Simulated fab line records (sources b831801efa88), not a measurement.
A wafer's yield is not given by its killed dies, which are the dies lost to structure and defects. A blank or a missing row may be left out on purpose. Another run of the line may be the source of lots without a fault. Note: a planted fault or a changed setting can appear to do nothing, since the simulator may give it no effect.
One fault seen from 2 desks | flow sky130 | each desk holds nothing but its own numbers, with what lay behind them at the end

FOR THE TOOL OWNER'S DESK: furnace-02
SKY_PAD_OPEN_ANNEAL_12, tool's own readings: per-lot mean of the sampled wafers with a number, covering each lot this tool ran. The brackets show how far a lot's mean lies from the usual mean; more than 4 standard deviations puts the lot out of limits, marked OUT.
Columns: A = spike tc bottom C at SKY_PAD_OPEN_ANNEAL_12, usual 422 C; B = spike tc centre C at SKY_PAD_OPEN_ANNEAL_12, usual 401.4 C; C = spike tc lower C at SKY_PAD_OPEN_ANNEAL_12, usual 400.5 C; D = spike tc top C at SKY_PAD_OPEN_ANNEAL_12, usual 430 C; E = spike tc upper C at SKY_PAD_OPEN_ANNEAL_12, usual 399.8 C; F = zone power top pct at SKY_PAD_OPEN_ANNEAL_12, usual 10.86 %
lot  | first seen here | A             | B               | C               | D             | E               | F
L572 | day 47 09:26    | 419           | 403.5           | 400.1           | 427           | 400.3           | 10.73
L579 | day 49 21:34    | 374 (-13) OUT | 358.4 (-23) OUT | 354.8 (-46) OUT | 385 (-12) OUT | 354.3 (-46) OUT | 9.16 (-7.7) OUT
L581 | day 50 04:19    | 373 (-13) OUT | 358.1 (-23) OUT | 354.7 (-46) OUT | 385 (-12) OUT | 354.4 (-45) OUT | 9.13 (-7.8) OUT
This desk's verdict: out of limits on L579, L581, starting with L579 at day 49 21:34 (spike tc bottom C at SKY_PAD_OPEN_ANNEAL_12). Within limits: L572.

THE METROLOGY DESK
What the gauges read, lot by lot, whatever tool the lot ran on: means of the sampled wafers that have a number. The brackets show how far a lot's mean lies from the usual mean; more than 4 standard deviations puts the lot out of limits, marked OUT.
Columns: A = PAD_OPEN_BOW at SKY_PAD_OPEN_BOW_MEAS_13, usual 46 um
lot  | first seen here | A
L568 | day 47 04:13    | 56
L572 | day 47 10:58    | 44
L579 | day 49 23:06    | 64
L581 | day 50 05:49    | 52
L584 | day 50 08:47    | 38
L587 | day 51 02:35    | 47
This desk's verdict: no lot among the 6 shows anything out of limits.

ALL TOGETHER
An alarm could have come from the tool owner's desk at day 49 21:34, on L579, L581.
Metrology desk: nothing out of limits seen.
The metrology desk holds a record of L579, L581, inside its limits.
On furnace-02, each named lot ran SKY_PAD_OPEN_ANNEAL_12.

WHAT HAD BEEN PUT IN BY THE SIMULATOR
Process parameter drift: furnace-02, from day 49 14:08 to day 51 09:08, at SKY_PAD_OPEN_ANNEAL_12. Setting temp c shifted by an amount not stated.
Lots struck among those shown: L579, L581.
Time in hours from fault onset to the first out-of-limits reading at each desk: the tool owner's desk, 7.
